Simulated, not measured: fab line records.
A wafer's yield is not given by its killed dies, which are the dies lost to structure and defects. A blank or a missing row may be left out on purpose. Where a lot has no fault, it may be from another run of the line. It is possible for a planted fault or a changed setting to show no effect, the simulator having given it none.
A struck lot beside a sound one ; flow sky130 ; 32 out of 708 route steps
Sound: wafers L241.3, L241.5, L241.6. The struck wafers were L237.1, L237.3, L237.6. The cause comes at the end.
For every step that has rows: the tool of each side, followed by ch and its chambers, followed by its first start. Under that, the readings that differ: sound wafers ; struck wafers ; difference of the means ; sigmas: that difference in standard deviations of wafers without a fault.
alike: same words and numbers on both sides, and readings whose means sit less than 2 such deviations apart. not compared: any withheld reading, any reading some wafer has no value for, any bound like >300 that may hide the same value, and any number with overlapping values for which the record gives no deviation.
The two part at a step that has a row with sigmas, a row that says differs or no value, or rows on one side only. Numbers that don't overlap but have no deviation are shown without sigmas and don't part them. A reading missing from all wafers of one side parts the sides only when that side holds two or more wafers.

SKY_PWDE_OVL_MEAS_07:
  sound on overlay-01 at day 8 01:27; struck on overlay-02 at day 7 01:31
  alike: PWDE_OVL
following that, these wafers have no rows for 1 step: SKY_PWDE_IMPLANT_08.
SKY_PWDE_STRIP_09: strips in O2/N2.
  sound on plasma-asher-04 ch 0,1, day 8 01:39; struck on plasma-asher-04 ch 0,1, day 7 01:42
  alike: drypump-motor-current-A, oes-product-au, strip-time-to-endpoint-s
  not compared: rf-hours-counter-h
SKY_PWDE_TW_MEAS_10:
  sound on film-metro-01 at day 8 01:44; struck on film-metro-04 at day 7 01:48
  alike: PWDE_TW
then, 7 steps without rows for these wafers: SKY_NWELL_DEHYDRATE_03 (time 60 s); SKY_NWELL_HMDS_04 (prime time 60 s); SKY_NWELL_COAT_05 (resist thk 3000 nm); SKY_NWELL_SOFTBAKE_06; SKY_NWELL_EXPOSE_07 (exposes mask NWM, target cd 840 nm); SKY_NWELL_PEB_08; SKY_NWELL_DEVELOP_09 (develop time 60 s).
SKY_NWELL_OVL_MEAS_10:
  sound on overlay-01 at day 8 22:32; struck on overlay-01 at day 7 20:34
reading;sound;struck;difference;sigmas
NWELL_00_OVL (nm);-2.9 -2.9 -0.8;-0.1 1.8 0.8;+3.0;+2
SKY_NWELL_IMPLANT_11:
  sound on implanter-04 ch 0, day 8 22:36; struck on implanter-01 ch 0, day 7 20:36
reading;sound;struck;difference;sigmas
beam-on-s (s);9.58 9.88 10.00;68.76 67.76 67.20;+58.09;+99 or more
dose-ions-cm2;1.9e+13 1.8989e+13 1.9015e+13;1.741e+14 1.741e+14 1.7406e+14;+1.551e+14;+99 or more
faraday-current-uA;111.4 108.4 107.4;142.6 144.8 144.8;+35.0;+16
  alike: beam-energy-keV
then, 2 steps without rows for these wafers: SKY_NWELL_IMPLANT_12; SKY_NWELL_IMPLANT_13.
SKY_NWELL_STRIP_14: strips in O2/N2.
  sound on plasma-asher-02 ch 0,1, day 8 23:02; struck on plasma-asher-03 ch 1, day 7 21:03
  alike: drypump-motor-current-A, oes-product-au, strip-time-to-endpoint-s
  not compared: rf-hours-counter-h
SKY_NWELL_TW_MEAS_15:
  sound on film-metro-04 at day 8 23:07; struck on film-metro-02 at day 7 21:09
reading;sound;struck;difference;sigmas
NWELL_TW;1821 1829 1824;3696 3655 3675;+1851;+99 or more
then, 7 steps without rows for these wafers: SKY_NWELL_DEHYDRATE_16 (time 60 s); SKY_NWELL_HMDS_17 (prime time 60 s); SKY_NWELL_COAT_18 (resist thk 3000 nm); SKY_NWELL_SOFTBAKE_19; SKY_NWELL_EXPOSE_20 (exposes mask NWM COMPLEMENT, target cd 840 nm); SKY_NWELL_PEB_21; SKY_NWELL_DEVELOP_22 (develop time 60 s).
SKY_NWELL_OVL_MEAS_23:
  sound on overlay-01 at day 9 20:44; struck on overlay-01 at day 8 17:46
  alike: NWELL_01_OVL
following that, these wafers have no rows for 1 step: SKY_NWELL_IMPLANT_24.
SKY_NWELL_STRIP_25: strips in O2/N2.
  sound on plasma-asher-04 ch 0,1, day 9 20:56; struck on plasma-asher-02 ch 0,1, day 8 17:56
  alike: drypump-motor-current-A, oes-product-au, strip-time-to-endpoint-s
  not compared: rf-hours-counter-h
SKY_NWELL_TW_MEAS_26:
  sound on film-metro-04 at day 9 21:01; struck on film-metro-04 at day 8 18:02
  alike: NWELL_2_TW
then, 1 step without rows for these wafers: SKY_NWELL_CLEAN_27 (cleans in SC1/SC2, time 150 s).
SKY_NWELL_RTA_28: time 30 s.
  sound on rtp-anneal-01 ch 0, day 9 21:08; struck on rtp-anneal-02 ch 0, day 8 18:09
  alike: chamber-o2-ppm, lamp-power-pct, wafer_temp_C_max
SKY_NWELL_RS_MEAS_29: measures by four-point-probe.
  sound on film-metro-02 at day 9 21:15; struck on film-metro-02 at day 8 18:15
reading;sound;struck;difference;sigmas
NWELL_RS (ohm/sq);624.1 624.3 623.1;180.1 180.3 180.2;-443.6;-99 or more
-- the record jumps here: 40 days lie between the struck wafers' starts before and after (it left off in module NWELL and takes up again in module PAD_OPEN, whose first step shown is number 708 of the route) --
SKY_PAD_OPEN_PROBE_99:
  sound on prober-02 at day 49 22:23; struck on prober-01 at day 49 01:55
  alike: killed_at_M0_to_M3, killed_at_M4_up, killed-at-contacts, killed-at-front-end, killed-at-other, killed-dies, killed-open, killed-short

== WHERE THEY PART ==
At SKY_NWELL_OVL_MEAS_10 first; at SKY_NWELL_RS_MEAS_29 last (within this record only). Later steps at which nothing parts them and some readings are alike: SKY_PAD_OPEN_PROBE_99.

WHY: what the simulator had put in
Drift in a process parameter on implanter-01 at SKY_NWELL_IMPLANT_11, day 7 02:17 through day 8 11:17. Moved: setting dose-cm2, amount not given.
